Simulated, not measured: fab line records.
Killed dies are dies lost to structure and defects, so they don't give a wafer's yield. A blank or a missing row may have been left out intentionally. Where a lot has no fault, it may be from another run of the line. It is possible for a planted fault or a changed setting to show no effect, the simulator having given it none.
What tool caused it? -- flow sky130 -- Sampling: 7 lots, 21 wafers, 4 of 708 route steps

== WHAT THE GAUGES READ, wafer by wafer ==
SKY_NWELL_RS_MEAS_29: the measuring method here is four-point-probe.
lot,measured,on,NWELL_RS (ohm/sq)
L101,day 5 06:45,filmMetro-03,625.6 622.4 626.2
L105,day 6 23:48,filmMetro-04,624.8 624.6 623.9
L110,day 7 21:38,filmMetro-04,626.0 624.0 625.2
L112,day 8 09:31,filmMetro-04,640.3 639.4 637.8
L114,day 8 18:31,filmMetro-03,627.5 623.1 626.5
L116,day 9 07:16,filmMetro-04,622.8 624.9 623.9
L120,day 11 00:36,filmMetro-02,623.4 625.1 624.8

== WHAT TOOL EACH LOT RAN ON (gives the tool, then ch and the chambers of the sampled wafers, and finally the start) ==
lot,SKY_FIELD_ISO_STRIP_16,SKY_DNWELL_STRIP_08,SKY_NWELL_IMPLANT_12
L101,"plasmaAsher-03 ch 0, day 2 09:08","plasmaAsher-02 ch 0,1, day 3 05:42","implanter-03 ch 0, day 4 13:01"
L105,"plasmaAsher-03 ch 0,1, day 3 06:28","plasmaAsher-02 ch 0,1, day 4 15:06","implanter-02 ch 0, day 6 04:12"
L110,"plasmaAsher-02 ch 0,1, day 4 11:46","plasmaAsher-01 ch 0,1, day 5 11:22","implanter-02 ch 0, day 7 01:01"
L112,"plasmaAsher-01 ch 0,1, day 4 19:01","plasmaAsher-02 ch 0,1, day 5 22:19","implanter-03 ch 0, day 7 11:59"
L114,"plasmaAsher-01 ch 0,1, day 5 06:19","plasmaAsher-01 ch 0,1, day 6 06:10","implanter-02 ch 0, day 7 21:17"
L116,"plasmaAsher-01 ch 0,1, day 5 15:44","plasmaAsher-02 ch 0,1, day 6 16:19","implanter-04 ch 0, day 8 09:21"
L120,"plasmaAsher-01 ch 0,1, day 7 00:56","plasmaAsher-02 ch 0,1, day 8 07:30","implanter-02 ch 0, day 10 01:24"
- SKY_FIELD_ISO_STRIP_16: strips in O2/N2.
- SKY_DNWELL_STRIP_08: strips in O2/N2.
- SKY_NWELL_IMPLANT_12

== THE ANSWER, worked out from the rows above alone ==
Rule: the usual values come from the lots themselves. The widest of any qualifying gaps counts: lots, ordered by their means at a reading, are off when they make up no more than a third of the lots, leave a main group of 4 or more, and stand apart from it by 3 or more times the standard deviation of that group's means. The tables above print the reading to a certain number of digits; a main group whose means all agree to those digits is not used. Also off: a lot with no number at a reading for which 4 or more lots have one. The other lots that the step has rows for count as sound.
Off: L112, at SKY_NWELL_RS_MEAS_29 (NWELL_RS). The main group: mean 624.7 ohm/sq, standard deviation 0.57.
A tool fits if, at a process step before that reading, it ran every lot that is off, and no sound lot after the first of them. Those tools and the gauges at SKY_NWELL_RS_MEAS_29 are tried in the same way. One fits: SKY_NWELL_IMPLANT_12 on implanter-03. Its last sound lot is L101 (day 4 13:01), its first lot that is off L112 (day 7 11:59): a fault that began between those two fits.

== WHAT HAD BEEN PUT IN BY THE SIMULATOR ==
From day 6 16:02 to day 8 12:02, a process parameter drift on implanter-03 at SKY_NWELL_IMPLANT_12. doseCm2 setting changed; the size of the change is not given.
Shown lots that were struck: L112. Same finding as the rule above.
